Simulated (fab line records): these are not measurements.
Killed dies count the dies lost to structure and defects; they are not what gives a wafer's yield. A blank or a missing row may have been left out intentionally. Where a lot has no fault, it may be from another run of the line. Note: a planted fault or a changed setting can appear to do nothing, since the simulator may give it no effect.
Which tool did it? :: flow sfq_line :: Sampling: 14 lots, 42 wafers, 2 of 325 route steps

## WHAT THE GAUGES READ, wafer by wafer
Not one reading of a measure or inspect step in the record can be checked against a usual standard deviation.

## WHICH TOOL RAN EACH LOT (tool, then ch and the chambers of the sampled wafers, then the start)
lot: L103
SFQ_TRILAYER_M3_LITHO_EXPOSE_076: krf_scanner-02 ch 0, day 35 09:04
SFQ_TRILAYER_R5_BARC_OPEN_METAL_ETCH_177: rie_metal-03 ch 0,1, day 51 00:46

lot: L105
SFQ_TRILAYER_M3_LITHO_EXPOSE_076: krf_scanner-01 ch 0, day 38 09:39
SFQ_TRILAYER_R5_BARC_OPEN_METAL_ETCH_177: rie_metal-03 ch 0,1, day 51 03:10

lot: L107
SFQ_TRILAYER_M3_LITHO_EXPOSE_076: krf_scanner-01 ch 0, day 39 07:14
SFQ_TRILAYER_R5_BARC_OPEN_METAL_ETCH_177: rie_metal-01 ch 0,1, day 51 06:38

lot: L108
SFQ_TRILAYER_M3_LITHO_EXPOSE_076: krf_scanner-01 ch 0, day 39 16:38
SFQ_TRILAYER_R5_BARC_OPEN_METAL_ETCH_177: rie_metal-02 ch 0,1, day 51 07:49

lot: L110
SFQ_TRILAYER_M3_LITHO_EXPOSE_076: krf_scanner-01 ch 0, day 40 06:50
SFQ_TRILAYER_R5_BARC_OPEN_METAL_ETCH_177: rie_metal-02 ch 0,1, day 58 06:59

lot: L111
SFQ_TRILAYER_M3_LITHO_EXPOSE_076: krf_scanner-01, day 40 10:26
SFQ_TRILAYER_R5_BARC_OPEN_METAL_ETCH_177: rie_metal-01 ch 0,1, day 64 02:33

lot: L112
SFQ_TRILAYER_M3_LITHO_EXPOSE_076: krf_scanner-01, day 40 15:26
SFQ_TRILAYER_R5_BARC_OPEN_METAL_ETCH_177: rie_metal-02 ch 0,1, day 64 05:33

lot: L117
SFQ_TRILAYER_M3_LITHO_EXPOSE_076: krf_scanner-01 ch 0, day 47 07:13
SFQ_TRILAYER_R5_BARC_OPEN_METAL_ETCH_177: rie_metal-03 ch 0,1, day 64 21:57

lot: L120
SFQ_TRILAYER_M3_LITHO_EXPOSE_076: krf_scanner-01 ch 0, day 47 10:49
SFQ_TRILAYER_R5_BARC_OPEN_METAL_ETCH_177: rie_metal-01 ch 0,1, day 69 13:44

lot: L121
SFQ_TRILAYER_M3_LITHO_EXPOSE_076: krf_scanner-01 ch 0, day 47 11:49
SFQ_TRILAYER_R5_BARC_OPEN_METAL_ETCH_177: rie_metal-01 ch 0,1, day 69 17:20

lot: L122
SFQ_TRILAYER_M3_LITHO_EXPOSE_076: krf_scanner-01 ch 0, day 54 12:10
SFQ_TRILAYER_R5_BARC_OPEN_METAL_ETCH_177: rie_metal-01 ch 0,1, day 70 18:32

lot: L123
SFQ_TRILAYER_M3_LITHO_EXPOSE_076: krf_scanner-01 ch 0, day 54 14:46
SFQ_TRILAYER_R5_BARC_OPEN_METAL_ETCH_177: rie_metal-03 ch 0,1, day 70 22:08

lot: L124
SFQ_TRILAYER_M3_LITHO_EXPOSE_076: krf_scanner-01 ch 0, day 54 18:10
SFQ_TRILAYER_R5_BARC_OPEN_METAL_ETCH_177: rie_metal-02 ch 0,1, day 71 00:32

lot: L126
SFQ_TRILAYER_M3_LITHO_EXPOSE_076: krf_scanner-01 ch 0, day 55 19:46
SFQ_TRILAYER_R5_BARC_OPEN_METAL_ETCH_177: rie_metal-03 ch 0,1, day 79 14:32
- SFQ_TRILAYER_M3_LITHO_EXPOSE_076: exposes mask M3, target cd 500 nm.
- SFQ_TRILAYER_R5_BARC_OPEN_METAL_ETCH_177: etches BARC in O2, target depth 125 nm, time 41.7 s.

## AS READ BY THE TOOLS THEMSELVES (means over the sampled wafers that have a number; for cases with no such wafer, the mark the record gives instead)
SFQ_TRILAYER_M3_LITHO_EXPOSE_076. Usual: exposure_dose_mJ_cm2 14.401, standard deviation 0.016; focus_offset_nm 0.0 nm, standard deviation 0.56.
lot: L103
tool: krf_scanner-02
exposure_dose_mJ_cm2: 14.386
focus_offset_nm (nm): 0.1
flag: 

lot: L105
tool: krf_scanner-01
exposure_dose_mJ_cm2: 14.404
focus_offset_nm (nm): 0.9
flag: 

lot: L107
tool: krf_scanner-01
exposure_dose_mJ_cm2: 14.384
focus_offset_nm (nm): 0.2
flag: 

lot: L108
tool: krf_scanner-01
exposure_dose_mJ_cm2: 14.381
focus_offset_nm (nm): -0.4
flag: 

lot: L110
tool: krf_scanner-01
exposure_dose_mJ_cm2: 14.414
focus_offset_nm (nm): -0.3
flag: 

lot: L111
tool: krf_scanner-01
exposure_dose_mJ_cm2: -
focus_offset_nm (nm): -
flag: OFF

lot: L112
tool: krf_scanner-01
exposure_dose_mJ_cm2: -
focus_offset_nm (nm): -
flag: OFF

lot: L117
tool: krf_scanner-01
exposure_dose_mJ_cm2: 14.430
focus_offset_nm (nm): 0.0
flag: 

lot: L120
tool: krf_scanner-01
exposure_dose_mJ_cm2: 14.406
focus_offset_nm (nm): -0.3
flag: 

lot: L121
tool: krf_scanner-01
exposure_dose_mJ_cm2: 14.390
focus_offset_nm (nm): 0.2
flag: 

lot: L122
tool: krf_scanner-01
exposure_dose_mJ_cm2: 14.393
focus_offset_nm (nm): -0.2
flag: 

lot: L123
tool: krf_scanner-01
exposure_dose_mJ_cm2: 14.405
focus_offset_nm (nm): 0.6
flag: 

lot: L124
tool: krf_scanner-01
exposure_dose_mJ_cm2: 14.425
focus_offset_nm (nm): 0.1
flag: 

lot: L126
tool: krf_scanner-01
exposure_dose_mJ_cm2: 14.379
focus_offset_nm (nm): 0.3
flag: 

SFQ_TRILAYER_R5_BARC_OPEN_METAL_ETCH_177. Usual: drypump_motor_current_A 5.9 A, standard deviation 0.31; oes_product_au 0.684 a.u., standard deviation 0.0048.
lot: L103
tool: rie_metal-03
drypump_motor_current_A (A): 5.9
oes_product_au (a.u.): 0.686
flag: 

lot: L105
tool: rie_metal-03
drypump_motor_current_A (A): 5.9
oes_product_au (a.u.): 0.686
flag: 

lot: L107
tool: rie_metal-01
drypump_motor_current_A (A): 5.8
oes_product_au (a.u.): 0.678
flag: 

lot: L108
tool: rie_metal-02
drypump_motor_current_A (A): 5.9
oes_product_au (a.u.): 0.684
flag: 

lot: L110
tool: rie_metal-02
drypump_motor_current_A (A): 6.2
oes_product_au (a.u.): 0.684
flag: 

lot: L111
tool: rie_metal-01
drypump_motor_current_A (A): 5.8
oes_product_au (a.u.): 0.682
flag: 

lot: L112
tool: rie_metal-02
drypump_motor_current_A (A): 6.2
oes_product_au (a.u.): 0.681
flag: 

lot: L117
tool: rie_metal-03
drypump_motor_current_A (A): 5.8
oes_product_au (a.u.): 0.686
flag: 

lot: L120
tool: rie_metal-01
drypump_motor_current_A (A): 5.9
oes_product_au (a.u.): 0.688
flag: 

lot: L121
tool: rie_metal-01
drypump_motor_current_A (A): 5.9
oes_product_au (a.u.): 0.682
flag: 

lot: L122
tool: rie_metal-01
drypump_motor_current_A (A): 5.8
oes_product_au (a.u.): 0.683
flag: 

lot: L123
tool: rie_metal-03
drypump_motor_current_A (A): 5.8
oes_product_au (a.u.): 0.685
flag: 

lot: L124
tool: rie_metal-02
drypump_motor_current_A (A): 5.9
oes_product_au (a.u.): 0.683
flag: 

lot: L126
tool: rie_metal-03
drypump_motor_current_A (A): 5.9
oes_product_au (a.u.): 0.689
flag: 

## THE ANSWER, worked out from the rows above alone
Rule: a lot is off if the mean of its wafers that have a number lies more than 3 standard deviations from the usual mean. Also off: a lot with no number at a reading for which 4 or more lots have one. Any other lot the step has rows for is counted as sound. The gauges are gone through in route order, then the tools' own readings, and for those a lot's mean is taken as printed above. The first step at which some lot is off is used, and at that step the reading that is off furthest; a lot without a number counts as furthest.
Off, at SFQ_TRILAYER_M3_LITHO_EXPOSE_076 on exposure_dose_mJ_cm2: L111, L112. Without a number there: L111, L112.
If a tool, at that step or one of the process steps before it, ran each lot that is off and ran no sound lot following the first of them, it fits. Of those tried, none fits.

## WHAT THE SIMULATOR PUT IN
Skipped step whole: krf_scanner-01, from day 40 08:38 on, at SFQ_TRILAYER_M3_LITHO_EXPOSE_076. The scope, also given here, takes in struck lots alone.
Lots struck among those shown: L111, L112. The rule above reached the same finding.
